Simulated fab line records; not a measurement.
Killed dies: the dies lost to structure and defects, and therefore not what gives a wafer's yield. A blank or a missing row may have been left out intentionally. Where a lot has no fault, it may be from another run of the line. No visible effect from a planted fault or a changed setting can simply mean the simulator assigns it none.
2 desks looking at one fault + flow sky130 + each desk has only its own numbers; what lay behind them comes last

== AT THE METROLOGY DESK ==
What the gauges read for every lot (on any tool): the sampled wafers with a number, averaged. The brackets show how far a lot's mean lies from the usual mean; more than 4 standard deviations puts the lot out of limits, marked OUT.
Columns: A = VT_ADJUST_LVTN_01_OVL at SKY_VT_ADJUST_LVTN_OVL_MEAS_18, usual -0.8 nm; B = SONOS_ONO_OXIDATION_THK at SKY_SONOS_ONO_THK_MEAS_01, usual 2.59 nm; C = POLY_GATE_CVD_00_THK at SKY_POLY_GATE_THK_MEAS_01, usual 180.2 nm
| lot  | first seen here | A    | B    | C               |
|------|-----------------|------|------|-----------------|
| L254 | day 7 14:11     | 0.4  | 2.58 | 180.6           |
| L256 | day 8 09:02     | -2.7 | 2.65 | 181.7           |
| L257 | day 8 11:03     | -0.6 | 2.60 | 177.6           |
| L262 | day 10 01:46    | -1.2 | 2.65 | 183.0           |
| L263 | day 10 04:59    | -2.4 | 2.58 | 178.5           |
| L267 | day 11 09:17    | -0.7 | 2.61 | 180.7           |
| L268 | day 11 13:16    | -1.5 | 2.65 | 180.8           |
| L269 | day 11 22:56    | -1.2 | 2.60 | 161.8 (-10) OUT |
| L270 | day 12 11:22    | -1.4 | 2.63 | 136.4 (-24) OUT |
| L277 | day 14 18:59    | -1.3 | 2.52 | 179.7           |
This desk reports L269, L270 out of limits; the earliest was L269 at day 19 06:11 (POLY_GATE_CVD_00_THK at SKY_POLY_GATE_THK_MEAS_01). L254, L256, L257, L262, L263, L267, L268, L277: within limits.

== FOR THE TOOL OWNER'S DESK: lpcvd-01 ==
The tool's own readings at SKY_POLY_GATE_CVD_00 (deposits poly-Si, target thk 180 nm, time 720 s): means of the sampled wafers that have a number, for each lot that ran on this tool. The brackets show how far a lot's mean lies from the usual mean; more than 4 standard deviations puts the lot out of limits, marked OUT.
Columns: A = spike_tc_centre_C at SKY_POLY_GATE_CVD_00, usual 620.8 C; B = spike_tc_lower_C at SKY_POLY_GATE_CVD_00, usual 620.6 C; C = spike_tc_upper_C at SKY_POLY_GATE_CVD_00, usual 619.2 C; D = zone_power_centre_pct at SKY_POLY_GATE_CVD_00, usual 9.4 %; E = zone_power_lower_pct at SKY_POLY_GATE_CVD_00, usual 7.9 %
| lot  | first seen here | A               | B                | C                | D              | E              |
|------|-----------------|-----------------|------------------|------------------|----------------|----------------|
| L254 | day 13 16:29    | 620.1           | 620.7            | 620.5            | 8.5            | 7.5            |
| L256 | day 14 14:19    | 621.4           | 620.0            | 617.9            | 10.4           | 8.4            |
| L257 | day 14 17:06    | 620.0           | 620.1            | 619.7            | 8.4            | 7.6            |
| L262 | day 16 18:38    | 620.9           | 620.8            | 618.7            | 8.4            | 7.5            |
| L263 | day 16 23:01    | 619.3           | 620.9            | 619.7            | 8.4            | 7.5            |
| L267 | day 18 13:16    | 621.0           | 621.7            | 618.8            | 10.5           | 8.3            |
| L268 | day 18 17:40    | 622.3           | 621.5            | 617.6            | 10.5           | 8.3            |
| L269 | day 19 04:58    | 592.1 (-24) OUT | 623.6            | 623.6            | 4.0 (-5.4) OUT | 9.6            |
| L270 | day 19 22:30    | 592.1 (-24) OUT | 624.7 (+4.1) OUT | 623.7 (+4.1) OUT | 4.0 (-5.4) OUT | 9.6 (+4.0) OUT |
| L277 | day 22 14:46    | 620.3           | 621.0            | 620.0            | 8.5            | 7.5            |
Finding of this desk: L269, L270 out of limits; the first was L269 at day 19 04:58, on spike_tc_centre_C at SKY_POLY_GATE_CVD_00. L254, L256, L257, L262, L263, L267, L268, L277: within limits.

== TAKEN TOGETHER ==
At day 19 04:58, on L269, L270, the tool owner's desk was in a position to raise an alarm.
L269, L270 would have let the metrology desk raise an alarm at day 19 06:11.
The lots listed all ran SKY_POLY_GATE_CVD_00 on lpcvd-01.

== WHAT THE SIMULATOR PUT IN ==
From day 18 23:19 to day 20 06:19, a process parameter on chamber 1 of lpcvd-01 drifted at SKY_POLY_GATE_CVD_00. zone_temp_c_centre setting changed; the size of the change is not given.
Lots struck among those shown: L269, L270.
Delay (hours) between the fault's onset and each desk's first out-of-limits reading: 6 at the tool owner's desk, 7 at the metrology desk.
